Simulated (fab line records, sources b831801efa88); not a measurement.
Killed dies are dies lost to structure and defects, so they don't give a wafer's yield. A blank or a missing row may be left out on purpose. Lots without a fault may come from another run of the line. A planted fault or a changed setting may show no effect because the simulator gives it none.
One fault seen from 2 desks | flow sky130 | each desk has only its own numbers; what lay behind them comes last

THE TOOL OWNER'S DESK: pvd_sputter-04
The tool's own readings at SKY_METAL3_SPUTTER_03 (material Ti, target thk 5 nm, time 3.3 s): means of the sampled wafers that have a number, for each lot that ran on this tool. A lot is out of limits, marked OUT, if its mean lies more than 4 standard deviations from the usual mean; the brackets give that distance.
Columns: A = throttle_valve_pct at SKY_METAL3_SPUTTER_03, usual 29.9 %
lot  | first seen here | A
L861 | day 36 17:47    | 30.6
L877 | day 41 21:49    | 31.1
L879 | day 42 00:05    | 30.5
This desk's finding: nothing out of limits on any of the 3 lots.

THE METROLOGY DESK
What the gauges read, lot by lot, whatever tool the lot ran on: means of the sampled wafers that have a number. A lot is out of limits, marked OUT, if its mean lies more than 4 standard deviations from the usual mean; the brackets give that distance.
Columns: A = VIA2_W_RS at SKY_VIA2_RS_MEAS_22, usual 0.271 ohm/sq; B = VIA2_W_THK at SKY_VIA2_THK_MEAS_23, usual 428 nm
lot  | first seen here | A     | B
L861 | day 36 17:00    | 0.275 | 424
L869 | day 39 03:01    | 0.271 | 425
L877 | day 41 21:17    | 0.264 | 436
L879 | day 41 23:31    | 0.269 | 429
L881 | day 42 13:03    | 0.269 | 433
L883 | day 43 01:28    | 0.267 | 429
This desk's finding: nothing out of limits on any of the 6 lots.

PUT TOGETHER
The tool owner's desk saw nothing out of limits.
The metrology desk saw nothing out of limits.

WHAT THE SIMULATOR HAD PUT IN
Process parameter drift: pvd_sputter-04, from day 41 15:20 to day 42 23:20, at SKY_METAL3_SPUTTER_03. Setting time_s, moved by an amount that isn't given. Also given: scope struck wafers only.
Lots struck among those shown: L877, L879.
